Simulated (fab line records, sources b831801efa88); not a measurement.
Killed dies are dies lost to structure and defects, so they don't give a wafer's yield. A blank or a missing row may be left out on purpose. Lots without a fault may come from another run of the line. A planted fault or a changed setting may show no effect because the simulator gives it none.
Which tool did it? | flow gf180mcu | 6 lots, 18 wafers sampled, at 2 steps of a route of 602

WHAT THE GAUGES READ, wafer by wafer
GF_LVPWELL_TW_MEAS_11.
lot  | measured    | on            | LVPWELL_TW
L238 | day 4 03:59 | film_metro-03 | 560.0 555.6 556.4
L241 | day 4 18:34 | film_metro-01 | 561.2 558.6 558.7
L244 | day 5 11:07 | film_metro-01 | 559.4 556.8 557.9
L254 | day 7 18:37 | film_metro-01 | 529.1 526.3 526.4
L258 | day 8 20:44 | film_metro-01 | 557.1 555.5 554.0
L260 | day 9 07:46 | film_metro-04 | 557.0 558.5 558.1

WHICH TOOL RAN EACH LOT (tool, then ch and the chambers of the sampled wafers, then the start)
lot  | GF_LVPWELL_IMPLANT_09
L238 | implanter-02 ch 0, day 4 03:46
L241 | implanter-03 ch 0, day 4 18:19
L244 | implanter-03 ch 0, day 5 10:52
L254 | implanter-02 ch 0, day 7 18:23
L258 | implanter-03 ch 0, day 8 20:31
L260 | implanter-03 ch 0, day 9 07:31
- GF_LVPWELL_IMPLANT_09

THE ANSWER, worked out from the rows above alone
Rule: what is usual is taken from the lots themselves. Put in order of their means at a reading, lots are off if they are a third of the lots or fewer, leave a main group of 4 or more, and stand apart from it by a gap of 3 or more times the standard deviation of the main group's means; of several such gaps the widest counts. A main group whose means are all the same, to the digits that the tables above print for the reading, isn't used. A lot without any number at a reading at which 4 lots or more have one is off too. The other lots that the step has rows for count as sound.
Off: L254, at GF_LVPWELL_TW_MEAS_11 (LVPWELL_TW). The main group: mean 557.7, standard deviation 1.3.
A tool fits if, at a process step before that reading, it ran every lot that is off, and no sound lot after the first of them. The gauges at GF_LVPWELL_TW_MEAS_11 are tried like those tools. One fits: implanter-02 at GF_LVPWELL_IMPLANT_09. Its last sound lot is L238 (day 4 03:46), its first lot that is off L254 (day 7 18:23): a fault that began between those two fits.

WHAT THE SIMULATOR HAD PUT IN
Process parameter drift: implanter-02, from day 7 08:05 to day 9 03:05, at GF_LVPWELL_IMPLANT_09. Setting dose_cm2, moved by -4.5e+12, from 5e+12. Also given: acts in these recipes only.
Lots struck among those shown: L254. The rule above found the same.
